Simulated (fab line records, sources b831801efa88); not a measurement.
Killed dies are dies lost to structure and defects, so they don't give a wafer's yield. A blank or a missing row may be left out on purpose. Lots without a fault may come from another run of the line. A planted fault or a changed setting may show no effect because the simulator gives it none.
Tool commonality check | flow gf180mcu | 13 lots, 42 wafers sampled

WHY IT WAS OPENED
At GF_POLY_GATE_CD_MEAS_10 the reading cd_nm is flagged on 1 of 13 lots. Wafers without a fault read 280.2 nm, standard deviation 1.4.
Rule: a lot is flagged when every wafer of it that has a number lies more than 4 standard deviations from that mean, or none has a number. The other lots count as sound.

lot  | measured     | on        | cd_nm (nm), wafer by wafer          | flag
L342 | day 9 02:30  | cd_sem-02 | 280.9 281.8 280.9                   |
L345 | day 10 03:05 | cd_sem-01 | 278.3 279.4 279.2                   |
L346 | day 10 09:02 | cd_sem-01 | 282.8 281.4 281.9                   |
L347 | day 10 17:23 | cd_sem-02 | 280.8 278.7 280.3                   |
L350 | day 11 11:10 | cd_sem-02 | 280.5 279.6 280.0                   |
L354 | day 12 19:08 | cd_sem-01 | 319.9 320.6 321.2 319.9 320.7 321.0 | FLAGGED
L359 | day 14 09:08 | cd_sem-02 | 281.5 281.0 280.6                   |
L360 | day 14 15:05 | cd_sem-02 | 279.2 277.9 277.9                   |
L361 | day 14 21:00 | cd_sem-01 | 278.9 278.1 278.7                   |
L362 | day 15 05:02 | cd_sem-01 | 281.3 281.9 283.1                   |
L363 | day 15 12:05 | cd_sem-02 | 278.5 277.9 279.0                   |
L364 | day 15 17:36 | cd_sem-02 | 281.1 280.6 282.0                   |
L365 | day 15 22:38 | cd_sem-01 | 280.6 280.2 279.8                   |
The numbers of the flagged lots are 320.6 nm on average: +40.4 nm against the usual, or +29 standard deviations.

WHICH TOOL RAN EACH LOT
The record holds 1 process step before the reading, out of a route of 602 steps. In each cell: the tool, then ch and the chambers that the sampled wafers went through, then the start.
lot  | flag    | GF_POLY_GATE_EXPOSE_07
L342 |         | krf_scanner-01 ch 0, day 8 18:28
L345 |         | krf_scanner-01 ch 0, day 9 18:10
L346 |         | krf_scanner-02 ch 0, day 10 00:16
L347 |         | krf_scanner-02 ch 0, day 10 08:50
L350 |         | krf_scanner-02 ch 0, day 11 01:52
L354 | FLAGGED | krf_scanner-02 ch 0, day 12 09:22
L359 |         | krf_scanner-02 ch 0, day 13 22:50
L360 |         | krf_scanner-02 ch 0, day 14 04:35
L361 |         | krf_scanner-01 ch 0, day 14 10:49
L362 |         | krf_scanner-01 ch 0, day 14 18:17
L363 |         | krf_scanner-02 ch 0, day 15 01:43
L364 |         | krf_scanner-01 ch 0, day 15 07:11
L365 |         | krf_scanner-01 ch 0, day 15 12:14
What these steps do:
- GF_POLY_GATE_EXPOSE_07: exposes mask Poly2, target cd 280 nm.
- GF_POLY_GATE_CD_MEAS_10: target cd 280 nm.

FLAGGED OVER TOTAL, TOOL BY TOOL (the gauges that took the reading come last)
step                    | tool           | lots run | flagged | share of the flagged lots | sound lots run after its first flagged lot
GF_POLY_GATE_EXPOSE_07  | krf_scanner-01 | 6        | 0       | none                      | -
GF_POLY_GATE_EXPOSE_07  | krf_scanner-02 | 7        | 1       | all                       | 3 (L359,L360,L363)
GF_POLY_GATE_CD_MEAS_10 | cd_sem-01      | 6        | 1       | all                       | 3 (L361,L362,L365)
GF_POLY_GATE_CD_MEAS_10 | cd_sem-02      | 7        | 0       | none                      | -

WHAT THE TABLE ALLOWS
2 rows of the table ran every flagged lot: krf_scanner-02 at GF_POLY_GATE_EXPOSE_07, cd_sem-01 at GF_POLY_GATE_CD_MEAS_10.
- krf_scanner-02 at GF_POLY_GATE_EXPOSE_07: 1 of its 7 lots flagged. Sound lots ran on it after the first flagged one (L359, L360, L363), which a lasting fault on the whole tool wouldn't allow.
- cd_sem-01 at GF_POLY_GATE_CD_MEAS_10: 1 of its 6 lots flagged. Sound lots ran on it after the first flagged one (L361, L362, L365), which a lasting fault on the whole tool wouldn't allow.
No row of the table ran every flagged lot and no sound lot after the first.

WHAT THE SIMULATOR HAD PUT IN
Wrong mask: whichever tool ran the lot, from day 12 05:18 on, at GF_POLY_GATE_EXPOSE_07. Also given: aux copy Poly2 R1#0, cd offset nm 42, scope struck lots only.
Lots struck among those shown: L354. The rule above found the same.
